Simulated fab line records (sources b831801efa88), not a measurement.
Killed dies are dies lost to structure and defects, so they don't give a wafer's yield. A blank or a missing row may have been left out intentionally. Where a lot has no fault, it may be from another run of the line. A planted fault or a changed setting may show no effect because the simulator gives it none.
fab line records	flow sky130
[record] lots = 24	wafers = 72	last_day = 50
route steps=708 shown LOCAL_INTERCONNECT@398 CONTACT@411 VIA1@461 CAPM@550
lots that met no fault: from a run of the same line without faults
start_h: hours from the record's first day to the start of the lot's first wafer shown	wait_h: hours elapsed since this lot's preceding step	" unchanged from the row above	L1.1+2: one row covering several wafers at once	- value missing, or start not given	* or withheld: withheld	< > ~ a bound
route shown NAME@n: a module of which the file shows steps, and the number in the route of the first	usual: mean/standard deviation taken from wafers without a fault	same: alike in all rows	chamber/n: place in a boat	sites: readings site by site	_std_site: their standard deviation	_edge_site: mean of outer sites minus mean of inner sites	radius_mm: how far each site lies from the wafer's centre	mask NAME#n: copy n	behind: the tool/chamber that last shaped the wafer	hold: reason for holding the lot/hours on hold/outcome of the hold	device: the transistor (n, p or np) that didn't switch	end of line: tests run on the same wafers once the route is complete	for a step that has no rows: nothing shown but its recipe	killed: dies lost to structure and defects at the first sort, not the wafer's yield	map: per-die view of a wafer (x killed, . not killed, _ where there is no die)
set.NAME: the run value of the setting; set.NAME@STEP: its run value at that earlier step	model.NAME: the simulator's own value behind a step, which no gauge read
route steps across a sampled set of lots; one table per step, one row per wafer
services: from which hour (start_h, from the record's first day; less than 0 if before it) a tool's chamber was out of use, for how many hours, and why
[[steps]]
[step SKY_LOCAL_INTERCONNECT_CD_MEAS_11]
[recipe] target_cd_nm = 170
[usual] cd_nm = 170.0/1.7
lot.wafer	tool	chamber	start_h	wait_h	cd_nm
L074.3	cd_sem-01	-	697.78	-	170.9
L074.5	"	-	"	"	171.6
L074.6	"	-	"	"	170.8
L075.1	cd_sem-02	-	706.77	-	169.6
L075.4	"	-	"	"	168.9
L075.6	"	-	"	"	169.0
L076.1	cd_sem-01	-	748.32	-	172.5
L076.2	"	-	"	"	170.7
L076.6	"	-	"	"	170.9
L078.1	cd_sem-01	-	750.40	-	168.9
L078.3	"	-	"	"	170.5
L078.6	"	-	"	"	170.6
L077.1	cd_sem-02	-	751.95	-	171.1
L077.4	"	-	"	"	170.7
L077.5	"	-	"	"	168.9
L080.2	cd_sem-02	-	759.97	-	169.7
L080.5	"	-	"	"	169.6
L080.6	"	-	"	"	168.3
L079.3	cd_sem-02	-	761.16	-	171.3
L079.4	"	-	"	"	171.4
L079.5	"	-	"	"	171.3
L082.2	cd_sem-02	-	768.84	-	165.9
L082.5	"	-	"	"	168.2
L082.6	"	-	"	"	167.4
L081.3	cd_sem-02	-	769.81	-	167.7
L081.5	"	-	"	"	168.1
L081.6	"	-	"	"	168.5
L084.1	cd_sem-01	-	777.17	-	170.7
L084.5	"	-	"	"	168.1
L084.6	"	-	"	"	168.9
L083.1	cd_sem-01	-	782.45	-	165.9
L083.2	"	-	"	"	167.7
L083.4	"	-	"	"	167.4
L085.3	cd_sem-01	-	786.31	-	172.1
L085.5	"	-	"	"	171.2
L085.6	"	-	"	"	171.7
L086.1	cd_sem-02	-	791.77	-	170.5
L086.2	"	-	"	"	170.1
L086.4	"	-	"	"	169.5
L087.2	cd_sem-01	-	804.24	-	172.8
L087.3	"	-	"	"	174.4
L087.5	"	-	"	"	171.8
L088.1	cd_sem-02	-	804.90	-	172.1
L088.2	"	-	"	"	172.3
L088.4	"	-	"	"	171.3
L089.2	cd_sem-01	-	815.39	-	169.9
L089.5	"	-	"	"	172.3
L089.6	"	-	"	"	171.0
L090.2	cd_sem-02	-	825.21	-	169.7
L090.4	"	-	"	"	168.8
L090.5	"	-	"	"	168.1
L091.3	cd_sem-02	-	829.86	-	171.4
L091.4	"	-	"	"	171.1
L091.5	"	-	"	"	170.9
L092.2	cd_sem-01	-	842.36	-	169.9
L092.4	"	-	"	"	170.9
L092.6	"	-	"	"	170.3
L093.1	cd_sem-01	-	850.22	-	169.9
L093.2	"	-	"	"	168.1
L093.6	"	-	"	"	167.1
L094.1	cd_sem-01	-	852.70	-	169.7
L094.3	"	-	"	"	171.7
L094.6	"	-	"	"	170.7
L095.1	cd_sem-02	-	857.44	-	169.5
L095.3	"	-	"	"	171.2
L095.5	"	-	"	"	169.5
L096.3	cd_sem-02	-	871.91	-	171.1
L096.5	"	-	"	"	171.2
L096.6	"	-	"	"	171.8
L097.1	cd_sem-02	-	872.57	-	168.1
L097.2	"	-	"	"	168.4
L097.5	"	-	"	"	167.2
[step SKY_CONTACT_BOW_MEAS_05]
[recipe] mode = bow
[usual] CONTACT_BOW = 82/6.8
lot.wafer	tool	chamber	start_h	wait_h	CONTACT_BOW[um]
L074.3	film_metro-03	-	699.20	0.1	73
L074.5	"	-	"	"	75
L074.6	"	-	"	"	77
L075.1	film_metro-04	-	708.16	0.2	84
L075.4	"	-	"	"	81
L075.6	"	-	"	"	68
L076.1	film_metro-01	-	749.70	0.2	89
L076.2	"	-	"	"	75
L076.6	"	-	"	"	81
L078.1	film_metro-01	-	751.79	0.1	82
L078.3	"	-	"	"	79
L078.6	"	-	"	"	93
L077.1	film_metro-03	-	753.33	0.1	83
L077.4	"	-	"	"	71
L077.5	"	-	"	"	77
L080.2	film_metro-03	-	761.38	0.2	73
L080.5	"	-	"	"	67
L080.6	"	-	"	"	71
L079.3	film_metro-03	-	762.54	0.2	90
L079.4	"	-	"	"	84
L079.5	"	-	"	"	85
L082.2	film_metro-03	-	770.26	0.1	76
L082.5	"	-	"	"	73
L082.6	"	-	"	"	80
L081.3	film_metro-03	-	771.19	0.3	91
L081.5	"	-	"	"	82
L081.6	"	-	"	"	85
L084.1	film_metro-04	-	778.55	0.1	82
L084.5	"	-	"	"	82
L084.6	"	-	"	"	78
L083.1	film_metro-03	-	783.99	0.1	88
L083.2	"	-	"	"	70
L083.4	"	-	"	"	73
L085.3	film_metro-01	-	787.82	0.2	90
L085.5	"	-	"	"	80
L085.6	"	-	"	"	80
L086.1	film_metro-04	-	793.19	0.1	83
L086.2	"	-	"	"	88
L086.4	"	-	"	"	81
L087.2	film_metro-03	-	805.62	0.2	86
L087.3	"	-	"	"	80
L087.5	"	-	"	"	78
L088.1	film_metro-04	-	806.35	0.1	88
L088.2	"	-	"	"	92
L088.4	"	-	"	"	88
L089.2	film_metro-01	-	816.78	0.2	95
L089.5	"	-	"	"	90
L089.6	"	-	"	"	86
L090.2	film_metro-01	-	826.60	0.1	87
L090.4	"	-	"	"	75
L090.5	"	-	"	"	87
L091.3	film_metro-01	-	831.29	0.3	83
L091.4	"	-	"	"	78
L091.5	"	-	"	"	78
L092.2	film_metro-01	-	843.77	0.2	96
L092.4	"	-	"	"	97
L092.6	"	-	"	"	83
L093.1	film_metro-03	-	851.74	0.1	75
L093.2	"	-	"	"	76
L093.6	"	-	"	"	87
L094.1	film_metro-04	-	854.10	0.3	89
L094.3	"	-	"	"	93
L094.6	"	-	"	"	80
L095.1	film_metro-01	-	858.82	0.1	82
L095.3	"	-	"	"	71
L095.5	"	-	"	"	86
L096.3	film_metro-04	-	873.32	0.2	82
L096.5	"	-	"	"	86
L096.6	"	-	"	"	92
L097.1	film_metro-03	-	873.96	0.1	85
L097.2	"	-	"	"	75
L097.5	"	-	"	"	90
[step SKY_CONTACT_ETCH_18]
[recipe] target = Si3N4	chemistry = CHF3/O2	stop_on = TiN	source_w = 600	bias_w = 200	pressure_mtorr = 40	chf3_flow_sccm = 50	O2_flow_sccm = 5	time_s = 39	target_depth_a = 750
[usual] drypump_motor_current_A = 5.6/0.52	oes_product_au = 0.854/0.0077	throttle_valve_pct = 8.794/0.009
lot.wafer	tool	chamber	start_h	wait_h	drypump_motor_current_A	oes_product_au	rf_hours_counter_h	throttle_valve_pct
L074.3	rie_diel-04	3	-	-	5.6	0.853	7	8.796
L074.5	"	0	"	"	5.1	0.853	-	8.800
L074.6	"	1	"	"	6.1	0.860	-	8.779
L075.1	rie_diel-02	2	-	-	5.2	0.852	18	8.787
L075.4	"	3	"	"	6.3	0.856	7	8.792
L075.6	"	0	"	"	4.9	0.862	-	8.792
L076.1	rie_diel-04	3	-	-	5.6	0.854	9	8.794
L076.2	"	0	"	"	5.1	0.855	14	8.792
L076.6	"	2	"	"	5.2	0.858	-	8.798
L078.1	rie_diel-02	1	-	-	6.0	0.845	10	8.795
L078.3	"	2	"	"	5.2	0.860	18	8.803
L078.6	"	1	"	"	6.0	0.851	-	8.784
L077.1	rie_diel-04	0	-	-	5.1	0.840	14	8.785
L077.4	"	2	"	"	5.2	0.856	19	8.804
L077.5	"	3	"	"	5.6	0.848	-	8.784
L080.2	rie_diel-02	2	-	-	5.2	0.845	19	8.795
L080.5	"	2	"	"	5.2	0.850	-	8.787
L080.6	"	1	"	"	6.0	0.851	-	8.800
L079.3	rie_diel-01	2	-	-	6.4	0.852	0	8.782
L079.4	"	0	"	"	6.2	0.858	22	8.795
L079.5	"	1	"	"	5.1	0.866	-	8.796
L082.2	rie_diel-04	1	-	-	6.1	0.856	16	8.790
L082.5	"	0	"	"	5.1	0.852	-	8.781
L082.6	"	1	"	"	6.1	0.856	-	8.801
L081.3	rie_diel-04	1	-	-	6.1	0.848	16	8.802
L081.5	"	1	"	"	6.1	0.854	-	8.800
L081.6	"	3	"	"	5.6	0.849	-	8.809
L084.1	rie_diel-04	0	-	-	5.1	0.840	15	8.781
L084.5	"	0	"	"	5.1	0.854	-	8.783
L084.6	"	1	"	"	6.1	0.851	-	8.804
L083.1	rie_diel-01	2	-	-	6.4	0.853	1	8.787
L083.2	"	1	"	"	5.1	0.848	15	8.793
L083.4	"	3	"	"	6.0	0.850	19	8.786
L085.3	rie_diel-04	3	-	-	5.6	0.854	10	8.792
L085.5	"	2	"	"	5.2	0.864	-	8.799
L085.6	"	3	"	"	5.6	0.864	-	8.800
L086.1	rie_diel-02	1	-	-	6.0	0.855	11	8.798
L086.2	"	2	"	"	5.2	0.854	20	8.796
L086.4	"	0	"	"	4.9	0.867	12	8.804
L087.2	rie_diel-04	0	-	-	5.1	0.850	16	8.787
L087.3	"	2	"	"	5.2	0.842	21	8.785
L087.5	"	2	"	"	5.2	0.846	-	8.792
L088.1	rie_diel-01	2	-	-	6.4	0.847	2	8.803
L088.2	"	0	"	"	6.2	0.841	24	8.796
L088.4	"	1	"	"	5.1	0.845	16	8.794
L089.2	rie_diel-02	2	-	-	5.2	0.846	21	8.797
L089.5	"	0	"	"	4.9	0.861	-	8.809
L089.6	"	3	"	"	6.3	0.860	-	8.784
L090.2	rie_diel-01	3	-	-	5.9	0.848	21	8.791
L090.4	"	2	"	"	6.5	0.864	3	8.800
L090.5	"	0	"	"	6.2	0.864	-	8.795
L091.3	rie_diel-04	1	-	-	6.1	0.861	18	8.796
L091.4	"	0	"	"	5.1	0.860	-	8.797
L091.5	"	1	"	"	6.1	0.858	-	8.792
L092.2	rie_diel-01	3	-	-	5.9	0.850	21	8.800
L092.4	"	0	"	"	6.2	0.866	-	8.790
L092.6	"	3	"	"	5.9	0.857	-	8.808
L093.1	rie_diel-02	0	-	-	4.9	0.844	14	8.804
L093.2	"	1	"	"	6.0	0.846	13	8.800
L093.6	"	3	"	"	6.3	0.855	-	8.801
L094.1	rie_diel-02	1	-	-	6.0	0.861	13	8.814
L094.3	"	0	"	"	4.9	0.852	14	8.808
L094.6	"	3	"	"	6.3	0.868	-	8.789
L095.1	rie_diel-01	1	-	-	5.1	0.850	17	8.795
L095.3	"	0	"	"	6.2	0.846	25	8.796
L095.5	"	0	"	"	6.2	0.848	-	8.783
L096.3	rie_diel-04	0	-	-	5.1	0.848	18	8.805
L096.5	"	2	"	"	5.2	0.860	-	8.800
L096.6	"	3	"	"	5.6	0.861	-	8.802
L097.1	rie_diel-02	3	-	-	6.3	0.852	13	8.787
L097.2	"	0	"	"	4.9	0.845	16	8.769
L097.5	"	0	"	"	4.9	0.860	-	8.784
[step SKY_VIA1_BOW_MEAS_03]
[recipe] mode = bow
[usual] VIA1_BOW = 81/6.8
lot.wafer	tool	chamber	start_h	wait_h	VIA1_BOW[um]
L074.3	film_metro-02	-	756.80	0.2	71
L074.5	"	-	"	"	73
L074.6	"	-	"	"	75
L075.1	film_metro-02	-	766.14	0.1	82
L075.4	"	-	"	"	80
L075.6	"	-	"	"	69
L076.1	film_metro-02	-	807.88	0.1	86
L076.2	"	-	"	"	72
L076.6	"	-	"	"	78
L078.1	film_metro-03	-	808.81	0.1	80
L078.3	"	-	"	"	76
L078.6	"	-	"	"	91
L077.1	film_metro-03	-	810.65	0.2	84
L077.4	"	-	"	"	71
L077.5	"	-	"	"	77
L080.2	film_metro-02	-	818.62	0.2	71
L080.5	"	-	"	"	65
L080.6	"	-	"	"	69
L079.3	film_metro-02	-	820.15	0.2	92
L079.4	"	-	"	"	86
L079.5	"	-	"	"	86
L082.2	film_metro-03	-	826.34	0.2	73
L082.5	"	-	"	"	72
L082.6	"	-	"	"	77
L081.3	film_metro-02	-	828.44	0.2	90
L081.5	"	-	"	"	81
L081.6	"	-	"	"	83
L084.1	film_metro-04	-	834.70	0.2	81
L084.5	"	-	"	"	81
L084.6	"	-	"	"	77
L083.1	film_metro-04	-	840.40	0.1	87
L083.2	"	-	"	"	69
L083.4	"	-	"	"	72
L085.3	film_metro-03	-	844.13	0.3	87
L085.5	"	-	"	"	77
L085.6	"	-	"	"	76
L086.1	film_metro-04	-	847.71	0.1	81
L086.2	"	-	"	"	86
L086.4	"	-	"	"	79
L087.2	film_metro-02	-	859.81	0.2	86
L087.3	"	-	"	"	81
L087.5	"	-	"	"	80
L088.1	film_metro-03	-	860.30	0.2	87
L088.2	"	-	"	"	91
L088.4	"	-	"	"	87
L089.2	film_metro-04	-	871.66	0.1	91
L089.5	"	-	"	"	86
L089.6	"	-	"	"	82
L090.2	film_metro-04	-	882.25	0.1	83
L090.4	"	-	"	"	72
L090.5	"	-	"	"	85
L091.3	film_metro-02	-	886.90	0.2	80
L091.4	"	-	"	"	77
L091.5	"	-	"	"	76
L092.2	film_metro-04	-	899.71	0.2	93
L092.4	"	-	"	"	94
L092.6	"	-	"	"	81
L093.1	film_metro-03	-	906.94	0.2	73
L093.2	"	-	"	"	75
L093.6	"	-	"	"	83
L094.1	film_metro-03	-	910.38	0.2	87
L094.3	"	-	"	"	89
L094.6	"	-	"	"	78
L095.1	film_metro-02	-	914.16	0.2	80
L095.3	"	-	"	"	70
L095.5	"	-	"	"	84
L096.3	film_metro-02	-	926.95	0.1	83
L096.5	"	-	"	"	88
L096.6	"	-	"	"	94
L097.1	film_metro-02	-	928.25	0.1	85
L097.2	"	-	"	"	74
L097.5	"	-	"	"	89
[step SKY_VIA1_THK_MEAS_23]
[recipe] thk_meas_gauge = xrf	reads = W_of_VIA1_CVD_21
[usual] VIA1_W_THK = 267/3.6
lot.wafer	tool	chamber	start_h	wait_h	VIA1_W_THK[nm]
L074.3	film_metro-04	-	783.53	0.1	262
L074.5	"	-	"	"	262
L074.6	"	-	"	"	266
L075.1	film_metro-03	-	793.90	0.1	261
L075.4	"	-	"	"	267
L075.6	"	-	"	"	261
L076.1	film_metro-03	-	835.65	0.1	267
L076.2	"	-	"	"	271
L076.6	"	-	"	"	270
L078.1	film_metro-02	-	836.00	0.1	262
L078.3	"	-	"	"	264
L078.6	"	-	"	"	264
L077.1	film_metro-04	-	837.50	0.1	268
L077.4	"	-	"	"	268
L077.5	"	-	"	"	268
L080.2	film_metro-03	-	845.16	0.1	258
L080.5	"	-	"	"	259
L080.6	"	-	"	"	264
L079.3	film_metro-04	-	846.72	0.1	266
L079.4	"	-	"	"	266
L079.5	"	-	"	"	268
L082.2	film_metro-02	-	853.44	0.1	271
L082.5	"	-	"	"	268
L082.6	"	-	"	"	272
L081.3	film_metro-03	-	855.85	0.1	267
L081.5	"	-	"	"	260
L081.6	"	-	"	"	266
L084.1	film_metro-04	-	862.63	0.1	264
L084.5	"	-	"	"	257
L084.6	"	-	"	"	269
L083.1	film_metro-03	-	867.50	0.1	269
L083.2	"	-	"	"	263
L083.4	"	-	"	"	269
L085.3	film_metro-03	-	871.33	0.1	277
L085.5	"	-	"	"	269
L085.6	"	-	"	"	275
L086.1	film_metro-02	-	875.48	0.1	269
L086.2	"	-	"	"	263
L086.4	"	-	"	"	263
L087.2	film_metro-04	-	887.86	0.1	270
L087.3	"	-	"	"	269
L087.5	"	-	"	"	271
L088.1	film_metro-02	-	888.50	0.1	270
L088.2	"	-	"	"	269
L088.4	"	-	"	"	266
L089.2	film_metro-03	-	899.76	0.1	275
L089.5	"	-	"	"	274
L089.6	"	-	"	"	269
L090.2	film_metro-03	-	908.91	0.1	267
L090.4	"	-	"	"	264
L090.5	"	-	"	"	269
L091.3	film_metro-04	-	913.08	0.1	271
L091.4	"	-	"	"	266
L091.5	"	-	"	"	274
L092.2	film_metro-03	-	925.07	0.1	269
L092.4	"	-	"	"	268
L092.6	"	-	"	"	263
L093.1	film_metro-03	-	932.44	0.1	266
L093.2	"	-	"	"	262
L093.6	"	-	"	"	266
L094.1	film_metro-03	-	936.30	0.1	267
L094.3	"	-	"	"	268
L094.6	"	-	"	"	270
L095.1	film_metro-03	-	939.64	0.1	262
L095.3	"	-	"	"	265
L095.5	"	-	"	"	263
L096.3	film_metro-02	-	953.35	0.1	267
L096.5	"	-	"	"	268
L096.6	"	-	"	"	267
L097.1	film_metro-03	-	954.69	0.1	270
L097.2	"	-	"	"	270
L097.5	"	-	"	"	268
[step SKY_CAPM_METAL_ETCH_13]
[recipe] target_depth_nm = 220	stop_on = SiO2	chemistry = Cl2/BCl3	target = TiN	pressure_mtorr = 10	icp_w = 900	bias_w = 48.5	Cl2_flow_sccm = 60	bcl3_flow_sccm = 30	time_s = 62.9
[usual] drypump_motor_current_A = 5.47/0.19	he_backside_leak_sccm = 3.41/0.22	oes_product_au = 0.940/0.0089	throttle_valve_pct = 21.903/0.011
lot.wafer	tool	chamber	start_h	wait_h	drypump_motor_current_A	he_backside_leak_sccm	oes_product_au	rf_hours_counter_h	throttle_valve_pct
L074.3	rie_metal-04	0	865.11	0.0	5.62	3.44	0.942	-	21.903
L074.5	"	1	"	"	5.05	3.20	0.924	-	21.893
L074.6	"	0	"	"	5.61	3.46	0.949	-	21.892
L075.1	rie_metal-04	0	876.92	0.0	5.68	3.48	0.946	5	21.900
L075.4	"	0	"	"	5.65	3.46	0.938	-	21.903
L075.6	"	0	"	"	5.67	3.56	0.946	-	21.903
L078.1	rie_metal-03	0	917.08	0.0	5.48	3.10	0.947	7	21.890
L078.3	"	1	"	"	5.36	3.39	0.940	-	21.920
L078.6	"	0	"	"	5.45	3.14	0.951	-	21.898
L076.1	rie_metal-04	0	917.68	0.0	5.66	3.70	0.936	7	21.922
L076.2	"	1	"	"	5.04	3.20	0.927	5	21.920
L076.6	"	0	"	"	5.64	3.63	0.931	-	21.921
L077.1	rie_metal-02	1	918.28	0.0	5.48	3.55	0.942	11	21.915
L077.4	"	0	"	"	5.62	3.17	0.955	-	21.893
L077.5	"	0	"	"	5.62	3.13	0.931	-	21.900
L080.2	rie_metal-04	0	925.83	0.0	5.62	3.51	0.945	7	21.906
L080.5	"	0	"	"	5.65	3.72	0.951	-	21.908
L080.6	"	1	"	"	5.06	3.10	0.940	-	21.898
L079.3	rie_metal-03	0	927.31	0.0	5.48	3.00	0.929	-	21.909
L079.4	"	1	"	"	5.34	3.59	0.929	-	21.915
L079.5	"	1	"	"	5.34	3.66	0.927	-	21.909
L082.2	rie_metal-02	1	933.42	0.0	5.46	3.84	0.949	11	21.892
L082.5	"	0	"	"	5.63	3.37	0.954	-	21.893
L082.6	"	1	"	"	5.45	3.91	0.952	-	21.875
L081.3	rie_metal-02	1	936.46	0.0	5.47	3.57	0.944	-	21.901
L081.5	"	0	"	"	5.63	3.20	0.935	-	21.903
L081.6	"	1	"	"	5.46	3.59	0.945	-	21.901
L084.1	rie_metal-02	1	942.18	0.0	5.43	3.54	0.946	12	21.895
L084.5	"	0	"	"	5.64	3.40	0.954	-	21.888
L084.6	"	1	"	"	5.47	3.59	0.956	-	21.910
L083.1	rie_metal-02	1	945.83	0.0	5.47	3.36	0.929	12	21.912
L083.2	"	0	"	"	5.62	3.27	0.941	12	21.897
L083.4	"	0	"	"	5.64	3.23	0.933	-	21.906
L085.3	rie_metal-02	0	952.01	0.0	5.63	3.21	0.933	-	21.888
L085.5	"	1	"	"	5.46	3.73	0.929	-	21.892
L085.6	"	0	"	"	5.61	3.20	0.941	-	21.900
L086.1	rie_metal-02	0	953.63	0.0	5.65	3.35	0.939	12	21.896
L086.2	"	1	"	"	5.49	3.43	0.929	13	21.908
L086.4	"	1	"	"	5.46	3.72	0.950	-	21.887
L087.2	rie_metal-04	0	965.42	0.0	5.63	3.44	0.922	9	21.927
L087.3	"	1	"	"	5.05	3.15	0.945	-	21.911
L087.5	"	1	"	"	5.05	3.18	0.930	-	21.907
L088.1	rie_metal-02	1	966.43	0.0	5.48	3.50	0.933	14	21.906
L088.2	"	0	"	"	5.61	3.17	0.938	13	21.908
L088.4	"	1	"	"	5.45	3.69	0.935	-	21.887
L089.2	rie_metal-02	1	977.03	0.0	5.49	3.59	0.943	14	21.891
L089.5	"	1	"	"	5.44	3.71	0.950	-	21.888
L089.6	"	0	"	"	5.63	3.29	0.942	-	21.900
L090.2	rie_metal-02	0	985.73	0.0	5.63	3.25	0.960	14	21.882
L090.4	"	0	"	"	5.62	3.23	0.943	-	21.901
L090.5	"	1	"	"	5.44	3.61	0.953	-	21.909
L091.3	rie_metal-02	1	989.51	0.0	5.44	3.42	0.936	-	21.906
L091.4	"	0	"	"	5.65	3.35	0.931	-	21.906
L091.5	"	1	"	"	5.44	3.46	0.927	-	21.911
L092.2	rie_metal-04	1	1000.68	0.0	5.06	3.26	0.938	8	21.883
L092.4	"	0	"	"	5.64	3.56	0.948	-	21.911
L092.6	"	1	"	"	5.06	3.24	0.938	-	21.909
L093.1	rie_metal-04	1	1007.83	0.0	5.06	3.14	0.950	9	21.902
L093.2	"	0	"	"	5.64	3.61	0.946	11	21.897
L093.6	"	0	"	"	5.63	3.54	0.949	-	21.897
L094.1	rie_metal-03	1	1011.18	0.0	5.35	3.49	0.939	8	21.900
L094.3	"	1	"	"	5.36	3.55	0.932	-	21.888
L094.6	"	0	"	"	5.46	3.43	0.945	-	21.914
L095.1	rie_metal-02	0	1014.63	0.0	5.66	3.14	0.937	15	21.896
L095.3	"	0	"	"	5.64	3.25	0.937	-	21.911
L095.5	"	1	"	"	5.51	3.70	0.923	-	21.933
L096.3	rie_metal-02	0	1027.36	0.0	5.64	3.30	0.937	-	21.909
L096.5	"	0	"	"	5.64	3.23	0.948	-	21.903
L096.6	"	1	"	"	5.45	3.55	0.948	-	21.890
L097.1	rie_metal-03	0	1028.97	0.0	5.48	3.05	0.928	13	21.894
L097.2	"	1	"	"	5.32	3.46	0.942	9	21.903
L097.5	"	1	"	"	5.32	3.55	0.931	-	21.894
[[services]]
tool	chamber	start_h	hours	kind
rie_metal-02	-	712.57	0.6	repair
rie_diel-01	2	720.83	4.2	repair
rie_metal-02	-	722.59	2.8	pm
rie_metal-04	0	728.93	-	clean
rie_metal-04	0	728.93	17.6	scheduled_down
rie_metal-04	0	728.93	17.6	vent_cycle
rie_metal-04	1	771.03	-	clean
rie_diel-04	2	793.74	5.6	repair
rie_metal-04	-	794.93	2.8	pm
rie_diel-01	2	815.62	3.1	repair
rie_metal-03	1	816.89	4.6	repair
rie_diel-04	0	840.16	13.7	repair
rie_diel-04	3	843.02	24.5	repair
rie_diel-01	3	846.98	4.5	repair
rie_diel-01	3	856.70	1.3	repair
rie_diel-01	1	863.87	10.1	repair
rie_diel-04	-	867.33	2.8	pm
rie_diel-02	1	884.96	26.7	repair
rie_diel-04	0	905.17	6.4	repair
rie_metal-02	1	911.44	6.3	repair
rie_diel-01	-	922.33	4.1	repair
rie_diel-01	2	939.47	2.4	repair
rie_diel-01	3	949.26	9.5	repair
rie_diel-02	3	1013.68	4.4	repair
[[key]]
fault none
